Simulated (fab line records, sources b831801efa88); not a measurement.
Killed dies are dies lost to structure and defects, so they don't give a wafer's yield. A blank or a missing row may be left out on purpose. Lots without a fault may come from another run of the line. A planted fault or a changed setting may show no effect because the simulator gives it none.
fab line records | flow sky130
record lots=14 wafers=42 last_day=50
route steps=708 shown FIELD_ISO@31 METAL5@661 PAD_OPEN@707
lots that met no fault: from a run of the same line without faults
start_h: hours from the record's first day to the start of the lot's first wafer shown | wait_h: hours since the lot's step before | " the same as in the row above | L1.1+2: a row that stands for several wafers | - no value, or no start given | * or withheld: withheld | < > ~ a bound
route shown NAME@n: a module of which the file shows steps, and the number in the route of the first | usual: mean/standard deviation of fault-free wafers | same: alike in all rows | chamber/n: place in a boat | sites: the reading at each site | _std_site: their standard deviation | _edge_site: outer sites' mean less inner sites' | radius_mm: how far each site lies from the wafer's centre | mask NAME#n: copy n | behind: the tool/chamber that last shaped the wafer | hold: why the lot was held/for how many hours/how that ended | device: the transistor (n, p or np) that didn't switch | end of line: the same wafers' tests at the end of the route | a step without rows: its recipe alone | killed: dies lost to structure and defects at the first sort, not the wafer's yield | map: a wafer's dies, x killed, . not, _ none there
set.NAME: the setting as run; set.NAME@STEP: as run at that earlier step | model.NAME: the simulator's own value behind a step, which no gauge read
steps of the route over a sample of lots; a table a step, a row a wafer
services: from which hour (start_h, from the record's first day; less than 0 if before it) a tool's chamber was out of use, for how many hours, and why
## steps
# step SKY_FIELD_ISO_WET_ETCH_30
# recipe chemistry=dHF target_depth_nm=25 target=SiO2 dilution=10:1 temp_c=25 time_s=50
# columns lot.wafer tool chamber start_h wait_h
L699.2+4+6 wet_bench-04 3 36.69 0.0
L701.2+3+4 wet_bench-04 3 46.33 0.0
L702.2+4+6 wet_bench-01 1 51.86 0.0
L703.1+5+6 wet_bench-04 1 54.72 0.0
L707.1+4+6 wet_bench-03 2 75.80 0.0
L712.2+4+5 wet_bench-04 3 105.38 0.0
L713.1+3+4 wet_bench-04 3 108.23 0.0
L714.2+3+4 wet_bench-04 3 112.97 0.0
L715.1+4+6 wet_bench-03 0 117.25 0.0
L717.1+3+4 wet_bench-04 0 127.39 0.0
L718.2+5+6 wet_bench-04 0 131.91 0.0
L719.1+4+6 wet_bench-01 3 137.82 0.0
L720.1+2+5 wet_bench-04 2 141.98 0.0
L722.2+4+6 wet_bench-03 3 155.39 0.0
# step SKY_METAL5_SPUTTER_00
# recipe material=Ti target_thk_nm=15 power_w=3000 time_s=10 chamber_pressure_pa=0.4
# usual throttle_valve_pct=29.7/1.1
# columns lot.wafer tool chamber start_h wait_h throttle_valve_pct
L699.2 pvd_sputter-02 - 1011.12 0.1 30.4
L699.4 " - " " 30.4
L699.6 " - " " 29.0
L701.2 pvd_sputter-02 - 1017.07 0.2 30.6
L701.3 " - " " 27.7
L701.4 " - " " 30.4
L702.2 pvd_sputter-04 - 1026.34 0.1 30.5
L702.4 " - " " 31.2
L702.6 " - " " 30.1
L703.1 pvd_sputter-02 - 1032.10 0.1 30.3
L703.5 " - " " 30.5
L703.6 " - " " 29.5
L707.1 pvd_sputter-01 - 1057.62 0.1 30.0
L707.4 " - " " 30.0
L707.6 " - " " 29.7
L712.2 pvd_sputter-01 - 1109.00 0.2 29.9
L712.4 " - " " 29.4
L712.5 " - " " 30.0
L713.1 pvd_sputter-02 - 1111.00 0.2 29.2
L713.3 " - " " 30.5
L713.4 " - " " 30.5
L714.2 pvd_sputter-01 - 1111.12 0.2 30.0
L714.3 " - " " 31.3
L714.4 " - " " 29.9
L715.1 pvd_sputter-04 - 1112.35 0.1 31.1
L715.4 " - " " 29.9
L715.6 " - " " 27.8
L717.1 pvd_sputter-01 - 1114.31 0.2 29.6
L717.3 " - " " 30.2
L717.4 " - " " 29.9
L718.2 pvd_sputter-02 - 1117.55 0.2 29.1
L718.5 " - " " 30.3
L718.6 " - " " 29.2
L719.1 pvd_sputter-02 - 1123.58 0.1 29.3
L719.4 " - " " 29.3
L719.6 " - " " 30.3
L720.1 pvd_sputter-02 - 1135.38 0.1 30.4
L720.2 " - " " 29.1
L720.5 " - " " 27.5
L722.2 pvd_sputter-02 - 1142.71 0.1 29.1
L722.4 " - " " 30.8
L722.6 " - " " 30.2
# step SKY_METAL5_DESCUM_14
# recipe chemistry=O2 source_power_w=150 bias_power_w=0 pressure_mtorr=10 temp_c=40 time_s=11
# usual drypump_motor_current_A=5.9/0.4 oes_product_au=1.000/0.0081
# columns lot.wafer tool chamber start_h wait_h drypump_motor_current_A oes_product_au rf_hours_counter_h
L699.2 rie_metal-02 1 1034.43 0.1 5.5 0.992 20
L699.4 " 1 " " 5.5 1.001 -
L699.6 " 0 " " 6.2 0.993 -
L701.2 rie_metal-03 0 1040.12 0.1 5.6 0.995 13
L701.3 " 0 " " 5.6 1.005 -
L701.4 " 1 " " 5.4 0.992 -
L702.2 rie_metal-03 1 1049.17 0.1 5.4 1.005 10
L702.4 " 1 " " 5.4 1.008 -
L702.6 " 0 " " 5.6 1.001 -
L703.1 rie_metal-02 1 1054.92 0.1 5.6 1.007 21
L703.5 " 0 " " 6.2 0.994 -
L703.6 " 1 " " 5.6 0.996 -
L707.1 rie_metal-04 1 1078.97 0.1 6.6 1.004 1
L707.4 " 0 " " 5.8 0.996 -
L707.6 " 1 " " 6.6 1.006 -
L712.2 rie_metal-04 1 1128.17 0.1 6.5 0.994 5
L712.4 " 1 " " 6.6 0.996 -
L712.5 " 1 " " 6.6 1.004 -
L713.1 rie_metal-04 1 1129.83 0.1 6.6 1.007 5
L713.3 " 0 " " 5.8 0.985 -
L713.4 " 1 " " 6.6 0.993 -
L714.2 rie_metal-02 0 1130.51 0.1 6.2 1.000 23
L714.3 " 1 " " 5.5 1.012 -
L714.4 " 0 " " 6.2 0.993 -
L715.1 rie_metal-04 0 1131.67 0.1 5.8 0.998 16
L715.4 " 1 " " 6.5 0.999 -
L715.6 " 1 " " 6.5 0.999 -
L717.1 rie_metal-03 1 1133.97 0.1 5.4 1.008 16
L717.3 " 0 " " 5.6 0.996 -
L717.4 " 1 " " 5.4 1.012 -
L718.2 rie_metal-02 1 1136.16 0.1 5.5 1.003 2
L718.5 " 0 " " 6.2 0.997 -
L718.6 " 1 " " 5.5 1.011 -
L719.1 rie_metal-02 0 1142.11 0.1 6.2 0.999 24
L719.4 " 0 " " 6.2 0.997 -
L719.6 " 0 " " 6.2 0.995 -
L720.1 rie_metal-04 0 1153.71 0.1 5.8 0.998 18
L720.2 " 1 " " 6.6 0.994 7
L720.5 " 1 " " 6.6 1.001 -
L722.2 rie_metal-03 0 1161.02 0.1 5.6 1.011 22
L722.4 " 0 " " 5.6 0.997 -
L722.6 " 0 " " 5.6 1.011 -
# step SKY_PAD_OPEN_BOW_MEAS_13
# recipe mode=bow
# usual PAD_OPEN_BOW=46/8.7
# columns lot.wafer tool chamber start_h wait_h PAD_OPEN_BOW[um]
L699.2 film_metro-01 - 1081.54 - 42
L699.4 " - " " 40
L699.6 " - " " 43
L701.2 film_metro-02 - 1086.38 - 28
L701.3 " - " " 50
L701.4 " - " " 49
L702.2 film_metro-01 - 1094.53 - 38
L702.4 " - " " 51
L702.6 " - " " 49
L703.1 film_metro-01 - 1098.66 - 44
L703.5 " - " " 47
L703.6 " - " " 57
L707.1 film_metro-01 - 1123.36 - 49
L707.4 " - " " 47
L707.6 " - " " 51
L712.2 film_metro-02 - 1168.06 - 38
L712.4 " - " " 29
L712.5 " - " " 38
L713.1 film_metro-01 - 1169.71 - 50
L713.3 " - " " 55
L713.4 " - " " 51
L714.2 film_metro-02 - 1170.88 - 55
L714.3 " - " " 51
L714.4 " - " " 54
L715.1 film_metro-01 - 1171.41 - 50
L715.4 " - " " 44
L715.6 " - " " 54
L717.1 film_metro-03 - 1174.16 - 58
L717.3 " - " " 51
L717.4 " - " " 70
L718.2 film_metro-03 - 1176.13 - 32
L718.5 " - " " 43
L718.6 " - " " 39
L719.1 film_metro-02 - 1181.30 - 49
L719.4 " - " " 43
L719.6 " - " " 58
L720.1 film_metro-01 - 1190.50 - 29
L720.2 " - " " 35
L720.5 " - " " 43
L722.2 film_metro-03 - 1197.29 - 51
L722.4 " - " " 49
L722.6 " - " " 57
# step SKY_PAD_OPEN_PROBE_99
# usual killed_at_M0_to_M3=42/6.8 killed_at_M4_up=3.2/1.8 killed_at_contacts=25/5.4 killed_at_front_end=15/4.5 killed_at_other=0.3/0.56 killed_dies=85/9.7 killed_open=46/7.1 killed_short=39/6.5
# same gross_dies=492 killed_at_back_side=0
# columns lot.wafer tool chamber start_h wait_h killed_at_M0_to_M3 killed_at_M4_up killed_at_contacts killed_at_front_end killed_at_other killed_dies killed_open killed_short
L707.1 prober-01 - 1123.48 0.1 45 3 19 21 0 88 46 42
L707.4 prober-01 - 1123.63 0.2 48 1 20 8 0 77 37 40
L707.6 prober-01 - 1123.73 0.2 33 4 23 26 1 87 39 48
L712.2 prober-01 - 1168.21 0.1 46 3 19 72 0 140 47 32
L712.4 prober-01 - 1168.31 0.2 38 1 30 89 0 158 49 38
L712.5 prober-01 - 1168.36 0.2 42 4 18 81 0 145 43 31
L713.1 prober-01 - 1169.83 0.1 52 5 20 77 0 154 46 47
L713.3 prober-01 - 1169.93 0.2 45 4 26 80 0 155 46 45
L713.4 prober-01 - 1169.98 0.2 37 1 27 75 1 141 46 29
L714.2 prober-01 - 1171.03 0.1 40 2 18 78 0 138 39 32
L714.3 prober-01 - 1171.08 0.2 51 1 25 75 0 152 49 43
L714.4 prober-01 - 1171.13 0.2 32 2 20 80 0 134 34 35
# killed by level:class
L707.1 VIA1:geometric_particle:open=12 VIA1:geometric_particle:short=7 LI_CONTACT:geometric_particle:open=7 VIA2:geometric_particle:open=7 FIELD_ISO:geometric_particle:open=5 FIELD_ISO:geometric_particle:short=5 CONTACT:geometric_particle:open=5 METAL1:geometric_particle:short=5
L707.4 METAL2:geometric_particle:short=11 VIA1:geometric_particle:open=9 CONTACT:geometric_particle:open=8 LI_CONTACT:geometric_particle:open=6 VIA2:geometric_particle:open=6 CONTACT:geometric_particle:short=4 METAL1:geometric_particle:short=4 VIA1:geometric_particle:short=4
L707.6 VIA1:geometric_particle:open=10 POLY_GATE:geometric_particle:short=9 LI_CONTACT:geometric_particle:open=7 VIA1:geometric_particle:short=6 LOCAL_INTERCONNECT:geometric_particle:short=5 CONTACT:geometric_particle:short=5 CONTACT:geometric_particle:open=5 POLY_GATE:geometric_particle:open=4
L712.2 FIELD_ISO:unspecified=61 METAL1:geometric_particle:short=9 VIA2:geometric_particle:open=9 VIA1:geometric_particle:open=7 VIA3:geometric_particle:open=7 LI_CONTACT:geometric_particle:open=6 CONTACT:geometric_particle:open=6 FIELD_ISO:geometric_particle:open=3
L712.4 FIELD_ISO:unspecified=71 LI_CONTACT:geometric_particle:open=12 VIA1:geometric_particle:open=9 VIA2:geometric_particle:open=7 CONTACT:geometric_particle:open=7 FIELD_ISO:geometric_particle:short=6 VIA3:geometric_particle:open=6 CONTACT:geometric_particle:short=6
L712.5 FIELD_ISO:unspecified=71 VIA3:geometric_particle:open=10 CONTACT:geometric_particle:open=8 LI_CONTACT:geometric_particle:open=5 VIA1:geometric_particle:open=5 METAL3:geometric_particle:short=4 VIA1:geometric_particle:short=4 METAL2:geometric_particle:short=4
L713.1 FIELD_ISO:unspecified=61 VIA1:geometric_particle:open=11 METAL1:geometric_particle:short=10 VIA2:geometric_particle:open=9 VIA1:geometric_particle:short=7 POLY_GATE:geometric_particle:short=5 LI_CONTACT:geometric_particle:short=5 CONTACT:geometric_particle:short=5
L713.3 FIELD_ISO:unspecified=64 VIA1:geometric_particle:open=12 LI_CONTACT:geometric_particle:open=9 VIA2:geometric_particle:open=6 POLY_GATE:geometric_particle:short=5 LI_CONTACT:geometric_particle:short=5 LOCAL_INTERCONNECT:geometric_particle:short=5 METAL1:geometric_particle:short=5
L713.4 FIELD_ISO:unspecified=66 VIA1:geometric_particle:open=11 CONTACT:geometric_particle:open=10 LI_CONTACT:geometric_particle:open=7 METAL2:geometric_particle:short=7 VIA2:geometric_particle:open=6 VIA3:geometric_particle:open=5 POLY_GATE:geometric_particle:open=4
L714.2 FIELD_ISO:unspecified=67 VIA2:geometric_particle:open=10 METAL1:geometric_particle:short=9 LI_CONTACT:geometric_particle:open=6 VIA1:geometric_particle:open=6 VIA3:geometric_particle:open=6 CONTACT:geometric_particle:short=5 FIELD_ISO:geometric_particle:short=4
L714.3 FIELD_ISO:unspecified=60 VIA1:geometric_particle:open=12 CONTACT:geometric_particle:open=8 METAL2:geometric_particle:short=7 METAL1:geometric_particle:short=7 VIA3:geometric_particle:open=6 LI_CONTACT:geometric_particle:open=5 VIA1:geometric_particle:short=5
L714.4 FIELD_ISO:unspecified=65 VIA2:geometric_particle:open=8 CONTACT:geometric_particle:short=7 POLY_GATE:geometric_particle:open=5 CONTACT:geometric_particle:open=5 METAL1:geometric_particle:short=5 POLY_GATE:geometric_particle:short=4 LI_CONTACT:geometric_particle:open=4
## services
# columns tool chamber start_h hours kind
rie_metal-04 1 46.95 8.3 repair
rie_metal-02 - 70.17 28.1 pm
pvd_sputter-02 - 71.70 1.1 repair
rie_metal-04 - 203.14 0.2 repair
pvd_sputter-02 - 242.14 2.5 repair
wet_bench-04 - 259.38 2.9 repair
pvd_sputter-02 - 342.90 12.0 repair
pvd_sputter-02 - 355.85 1.3 repair
pvd_sputter-02 - 363.13 2.0 repair
rie_metal-04 0 400.90 2.8 repair
rie_metal-04 - 519.21 2.8 pm
pvd_sputter-02 - 525.42 6.3 repair
rie_metal-04 1 551.49 13.1 repair
rie_metal-04 - 610.11 14.6 pm
pvd_sputter-02 - 660.49 2.0 repair
rie_metal-02 0 660.58 2.8 repair
rie_metal-04 0 689.68 6.8 repair
pvd_sputter-02 - 891.58 9.5 repair
rie_metal-02 0 893.96 8.7 repair
rie_metal-02 - 921.21 2.8 pm
pvd_sputter-02 - 1024.18 5.1 repair
pvd_sputter-02 - 1072.05 6.8 repair
rie_metal-02 - 1118.64 2.6 repair
rie_metal-04 - 1137.05 1.4 pm
## key
first_sign step=SKY_PAD_OPEN_PROBE_99 reading=killed_at_front_end direction=up sigmas=14 usual=15 struck=79
effect step=SKY_PAD_OPEN_PROBE_99 reading=killed_dies direction=up sigmas=6.3 usual=85 struck=146
met_at SKY_FIELD_ISO_WET_ETCH_30
struck_lots L712,L713,L714
struck_wafers L712.2,L712.4,L712.5,L713.1,L713.3,L713.4,L714.2,L714.3,L714.4
tester_left_out L712,L713,L714
not_acting_at SKY_METAL5_SPUTTER_00,SKY_METAL5_DESCUM_14,SKY_PAD_OPEN_BOW_MEAS_13
onset_between 46.33 105.38
fault kind=chamber_particle_source tool=wet_bench-04 chamber=3 onset_h=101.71 steps=SKY_FIELD_ISO_WET_ETCH_30 rate_per_visit_cm2=1.7358 end_h=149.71
# tester_left_out: of these lots the tester's yield and bins aren't shown, on N5 and GAA mostly nor the transistor test; their killed dies are dies lost to structure and defects alone, not to doping, threshold or leakage, so they don't give the yield
